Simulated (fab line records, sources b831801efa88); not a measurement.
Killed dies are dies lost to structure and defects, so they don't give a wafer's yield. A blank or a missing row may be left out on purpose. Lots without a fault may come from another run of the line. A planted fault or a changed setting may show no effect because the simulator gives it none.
Chamber matching | flow gf180mcu | GF_CONTACT_CMP_27 on cmp-01: 4 sister chambers
The step polishes, stops on SiO2, t overpolish 15 s, target thk 0 nm. 4 wafers are shown with their chamber, then 12 later ones without.

WAFERS WITH THEIR CHAMBER
wafer  | chamber | motor_current_A (A)
L091.1 | 2       | 11.9
L092.3 | 3       | 11.7
L092.5 | 0       | 10.5
L092.6 | 1       | 11.9

WAFERS WITHOUT THEIR CHAMBER
wafer  | motor_current_A (A)
L093.1 | 10.4
L093.4 | 12.2
L093.6 | 11.1
L095.1 | 10.9
L095.2 | 10.4
L095.5 | 9.7
L096.2 | 12.5
L096.5 | 11.4
L096.6 | 10.8
L097.1 | 10.3
L097.3 | 11.1
L097.5 | 12.5

WHICH CHAMBER EACH WENT THROUGH
wafer  | from the rows above               | in truth
L093.1 | 0                                 | 0
L093.4 | can't be placed: 1 or 2 or 3      | 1
L093.6 | can't be placed: 0 or 3 or 1 or 2 | 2
L095.1 | can't be placed: 0 or 3 or 1 or 2 | 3
L095.2 | 0                                 | 0
L095.5 | 0                                 | 0
L096.2 | can't be placed: 1 or 2 or 3      | 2
L096.5 | can't be placed: 3 or 1 or 2 or 0 | 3
L096.6 | can't be placed: 0 or 3 or 1 or 2 | 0
L097.1 | 0                                 | 0
L097.3 | can't be placed: 0 or 3 or 1 or 2 | 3
L097.5 | can't be placed: 1 or 2 or 3      | 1
Placed correctly: 4 of 12. Can't be placed from these rows: 8 (the true chamber is among the candidates in 8). Placed wrongly: 0.
How it was worked out, from the rows above alone: a wafer's distance from a chamber is the root of the sum, over the readings, of the square of ((its reading less the chamber's mean) divided by the reading's scatter). The wafer belongs to the nearest chamber; if the next one is less than 2 further off, it can't be placed. A chamber's mean is the mean of its shown wafers. The scatter: with one shown wafer a chamber, the root of the mean of the squares of how far each hidden wafer lies from its nearest shown one.
